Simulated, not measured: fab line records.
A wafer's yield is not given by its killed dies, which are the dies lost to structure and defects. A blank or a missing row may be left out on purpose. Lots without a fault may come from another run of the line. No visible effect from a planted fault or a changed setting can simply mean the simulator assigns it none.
A lot that was struck, set against a sound lot :: flow gf180mcu :: 16 steps out of a route of 602
Sound: wafers L198.3, L198.4, L198.5. Struck: wafers L215.1, L215.2, L215.6. At the end, the cause is stated.
Order at every step that has rows: each side's tool, ch and its chambers, its first start. Under that, the readings that differ: sound wafers :: struck wafers :: difference of the means :: sigmas: that difference in standard deviations of wafers without a fault.
alike: readings whose means differ by less than 2 such deviations, and words and numbers that are the same on both sides. not compared: withheld readings, readings that some wafer has no value for, bounds like >300 that may hide the same value, and numbers for which the record gives no deviation and whose values overlap.
The two part at a step that has a row with sigmas, a row that says differs or no value, or rows on one side only. When numbers do not overlap yet have no deviation, they are printed without sigmas and do not part them. A reading that every wafer of one side lacks parts them only if that side has two wafers or more.

GF_VT_IMPLANT_OVL_MEAS_07:
  sound on overlay-01, day 6 12:09; struck on overlay-02, day 10 17:59
  alike: VT_IMPLANT_OVL
then, 1 step without rows for these wafers: GF_VT_IMPLANT_IMPLANT_08.
GF_VT_IMPLANT_STRIP_09: strips in O2/N2.
  sound on plasmaAsher-01 ch 0,1, day 6 12:22; struck on plasmaAsher-03 ch 0,1, day 10 18:10
  alike: drypumpMotorCurrentA, heaterPowerW, oesProductAu, stripTimeToEndpointS
  not compared: rfHoursCounterH
GF_VT_IMPLANT_TW_MEAS_10:
  sound on filmMetro-04, day 6 12:27; struck on filmMetro-04, day 10 18:16
  alike: VT_IMPLANT_TW
then, 7 steps without rows for these wafers: GF_VT_IMPLANT_DEHYDRATE_11 (time 60 s); GF_VT_IMPLANT_HMDS_12 (prime time 60 s); GF_VT_IMPLANT_COAT_13 (resist thk 1000 nm); GF_VT_IMPLANT_SOFTBAKE_14 (time 60 s); GF_VT_IMPLANT_EXPOSE_15 (exposes mask Nwell LV AREA, target cd 860 nm); GF_VT_IMPLANT_PEB_16; GF_VT_IMPLANT_DEVELOP_17 (develop time 60 s).
GF_VT_IMPLANT_OVL_MEAS_18:
  sound on overlay-02, day 7 03:39; struck on overlay-02, day 11 12:56
  alike: VT_IMPLANT_01_OVL
GF_VT_IMPLANT_IMPLANT_19:
  sound on implanter-02 ch 0, day 7 03:43; struck on implanter-03 ch 0, day 11 12:58
reading: beamEnergyKeV
sound: 99.989 100.01 99.992
struck: 97.054 97.124 97.092
difference: -2.907
sigmas: -99 or more

reading: model.implant.drpNm (nm)
sound: 24.08 24.08 24.08
struck: 23.51 23.51 23.51
difference: -0.57
sigmas: 
  alike: tiltDeg
GF_VT_IMPLANT_STRIP_20: strips in O2/N2.
  sound on plasmaAsher-01 ch 0,1, day 7 03:52; struck on plasmaAsher-03 ch 0,1, day 11 13:07
  alike: drypumpMotorCurrentA, heaterPowerW, oesProductAu, stripTimeToEndpointS
  not compared: rfHoursCounterH
GF_VT_IMPLANT_TW_MEAS_21:
  sound on filmMetro-02, day 7 03:56; struck on filmMetro-02, day 11 13:27
reading: VT_IMPLANT_2_TW
sound: 1216 1221 1212
struck: 1200 1194 1195
difference: -20
sigmas: -4
  not compared: hold
-- a jump in the record: the struck wafers' starts before and after are 23 days apart (it breaks off in module VT_IMPLANT and resumes in module PASSIVATION, where the first step shown is number 602 of the route) --
GF_PASSIVATION_PROBE_99:
  record: rows for the struck wafers here (prober-01, day 34 10:40), none for the sound ones

== WHERE THEY PART ==
Earliest at GF_VT_IMPLANT_IMPLANT_19; latest, in this record, at GF_PASSIVATION_PROBE_99.

WHY: what had been put in by the simulator
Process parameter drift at GF_VT_IMPLANT_IMPLANT_19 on implanter-03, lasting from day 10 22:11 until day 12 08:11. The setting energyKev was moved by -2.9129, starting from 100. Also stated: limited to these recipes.
